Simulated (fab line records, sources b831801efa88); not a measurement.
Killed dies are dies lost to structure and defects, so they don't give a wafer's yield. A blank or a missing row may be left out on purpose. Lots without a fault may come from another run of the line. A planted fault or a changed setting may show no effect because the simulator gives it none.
Chamber matching | flow sky130 | SKY_VIA3_CMP_24 on cmp-02: 4 sister chambers
The step polishes, stops on SiO2, t overpolish 20 s, target thk 0 nm. 4 wafers are shown with their chamber, then 7 later ones without.

WAFERS WITH THEIR CHAMBER
wafer  | chamber | motor_current_A (A)
L541.3 | 0       | 9.8
L541.6 | 3       | 12.1
L542.3 | 2       | 10.0
L542.5 | 1       | 11.3

WAFERS WITHOUT THEIR CHAMBER
wafer  | motor_current_A (A)
L542.6 | 9.9
L543.1 | 10.0
L543.2 | 10.0
L543.4 | 11.1
L548.3 | 11.3
L548.4 | 9.6
L548.6 | 9.9

WHICH CHAMBER EACH WENT THROUGH
wafer  | from the rows above     | in truth
L542.6 | can't be placed: 0 or 2 | 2
L543.1 | can't be placed: 2 or 0 | 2
L543.2 | can't be placed: 2 or 0 | 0
L543.4 | 1                       | 1
L548.3 | 1                       | 1
L548.4 | can't be placed: 0 or 2 | 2
L548.6 | can't be placed: 0 or 2 | 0
Placed correctly: 2 of 7. Can't be placed from these rows: 5 (the true chamber is among the candidates in 5). Placed wrongly: 0.
How it was worked out, from the rows above alone: a wafer's distance from a chamber is the root of the sum, over the readings, of the square of ((its reading less the chamber's mean) divided by the reading's scatter). The wafer belongs to the nearest chamber; if the next one is less than 2 further off, it can't be placed. A chamber's mean is the mean of its shown wafers. The scatter: with one shown wafer a chamber, the root of the mean of the squares of how far each hidden wafer lies from its nearest shown one.
